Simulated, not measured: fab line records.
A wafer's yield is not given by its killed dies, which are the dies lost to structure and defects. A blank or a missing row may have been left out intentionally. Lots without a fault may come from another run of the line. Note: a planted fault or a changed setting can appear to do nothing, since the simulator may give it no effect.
fab line records ; flow sky130
[record] lots = 14; wafers = 42; lastDay = 50
route steps=708 shown METAL4@601
lots with no fault: from the same line, run without faults
startH: hours from the record's first day to the start of the lot's first wafer shown ; waitH: hours since the lot's step before ; " unchanged from the row above ; L1.1+2: one row covering several wafers at once ; - either no value or no given start ; * or withheld: withheld ; < > ~ a bound
route shown NAME@n: NAME is a module with steps in the file, n the number in the route of the first one ; usual: mean and standard deviation over wafers with no fault ; same: alike in all rows ; chamber/n: place in a boat ; sites: per-site readings ; _std_site: the standard deviation of these ; _edge_site: mean of outer sites minus mean of inner sites ; radiusMm: how far each site lies from the wafer's centre ; mask NAME#n: copy n ; behind: the last tool/chamber to shape the wafer ; hold: why the lot went on hold/how many hours it stayed there/how the hold came to an end ; device: which transistor (n, p or np) failed to switch ; end of line: the same wafers' tests at the end of the route ; a step with no rows: only its recipe ; killed: count of dies lost to structure and defects at first sort (not the wafer's yield) ; map: dies across one wafer; x = killed, . = not, _ = none there
set.NAME: the run value of the setting; set.NAME@STEP: its run value at that earlier step ; model.NAME: the simulator's own value behind a step, which no gauge read
one table for each step of the route and one row for each wafer, over a sample of lots
services: the hour from which a tool's chamber was out of use, counted from the record's first day as startH (under 0 if before that day), plus the number of hours and why
[[steps]]
[step SKY_METAL4_SPUTTER_03]
[recipe] material = Ti; targetThkNm = 5; powerW = 3000; timeS = 3.3; chamberPressurePa = 0.4
[usual] cathodeDcPowerW = 3000.0/0.51; throttleValvePct = 29.7/0.95
lot.wafer;tool;chamber;startH;waitH;cathodeDcPowerW;throttleValvePct
L411.2;pvdSputter-02;-;947.76;0.0;2999.9;29.4
L411.3;pvdSputter-02;-;947.76;0.0;3000.3;30.4
L411.6;pvdSputter-02;-;947.76;0.0;2999.6;28.9
L413.2;pvdSputter-03;-;967.44;0.0;2999.5;29.8
L413.4;pvdSputter-03;-;967.44;0.0;2999.3;29.7
L413.5;pvdSputter-03;-;967.44;0.0;3000.1;28.6
L415.4;pvdSputter-03;-;974.66;0.0;3001.7;30.1
L415.5;pvdSputter-03;-;974.66;0.0;3000.4;28.2
L415.6;pvdSputter-03;-;974.66;0.0;3000.3;29.9
L414.2;pvdSputter-01;-;979.16;0.0;3000.1;30.4
L414.4;pvdSputter-01;-;979.16;0.0;3000.8;30.7
L414.6;pvdSputter-01;-;979.16;0.0;2999.5;31.0
L416.2;pvdSputter-03;-;985.27;0.0;3000.4;31.3
L416.3;pvdSputter-03;-;985.27;0.0;2999.4;30.2
L416.6;pvdSputter-03;-;985.27;0.0;2999.8;30.0
L417.1;pvdSputter-02;-;990.53;0.0;3000.3;30.6
L417.3;pvdSputter-02;-;990.53;0.0;2999.9;29.2
L417.6;pvdSputter-02;-;990.53;0.0;3000.5;28.3
L418.2;pvdSputter-03;-;992.27;0.0;2999.9;31.4
L418.3;pvdSputter-03;-;992.27;0.0;3000.3;30.1
L418.5;pvdSputter-03;-;992.27;0.0;3000.2;29.8
L419.1;pvdSputter-03;-;1001.78;0.0;2999.3;31.2
L419.2;pvdSputter-03;-;1001.78;0.0;2999.5;28.5
L419.6;pvdSputter-03;-;1001.78;0.0;2999.7;31.0
L421.1;pvdSputter-02;-;1020.43;0.0;3000.3;28.3
L421.2;pvdSputter-02;-;1020.43;0.0;2999.5;29.3
L421.4;pvdSputter-02;-;1020.43;0.0;3000.4;29.1
L422.1;pvdSputter-02;-;1022.36;0.0;2999.5;29.1
L422.2;pvdSputter-02;-;1022.36;0.0;3000.3;29.2
L422.5;pvdSputter-02;-;1022.36;0.0;3000.2;29.1
L423.1;pvdSputter-02;-;1036.37;0.0;3000.2;30.4
L423.2;pvdSputter-02;-;1036.37;0.0;2999.0;29.3
L423.3;pvdSputter-02;-;1036.37;0.0;2999.4;28.4
L427.1;pvdSputter-03;-;1053.77;0.0;2999.8;30.5
L427.2;pvdSputter-03;-;1053.77;0.0;3000.3;31.3
L427.6;pvdSputter-03;-;1053.77;0.0;2999.1;29.7
L428.2;pvdSputter-03;-;1055.22;0.0;2999.8;30.3
L428.4;pvdSputter-03;-;1055.22;0.0;3000.5;30.0
L428.5;pvdSputter-03;-;1055.22;0.0;2918.3;30.9
L429.3;pvdSputter-03;-;1092.89;0.0;2918.2;31.4
L429.4;pvdSputter-03;-;1092.89;0.0;2999.1;29.7
L429.5;pvdSputter-03;-;1092.89;0.0;2999.9;29.5
[[services]]
tool;chamber;startH;hours;kind
pvdSputter-02;-;940.23;1.1;repair
pvdSputter-01;-;1072.57;0.6;repair
[[key]]
[firstSign] step = SKY_METAL4_SPUTTER_03; reading = cathodeDcPowerW; direction = down; sigmas = 99+; usual = 3000.0; struck = 2918.2
effect none on later readings
metAt SKY_METAL4_SPUTTER_03
struckLots L428,L429
struckWafers L428.5,L429.3
onsetBetween 1053.77 1055.22
[fault] kind = processParameterDrift; tool = pvdSputter-03; chamber = -; onsetH = 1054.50; steps = SKY_METAL4_SPUTTER_03; channel = powerW; offset = *; shape = step; endH = 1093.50; actsIn = *; stated = *; scope = struckWafersOnly
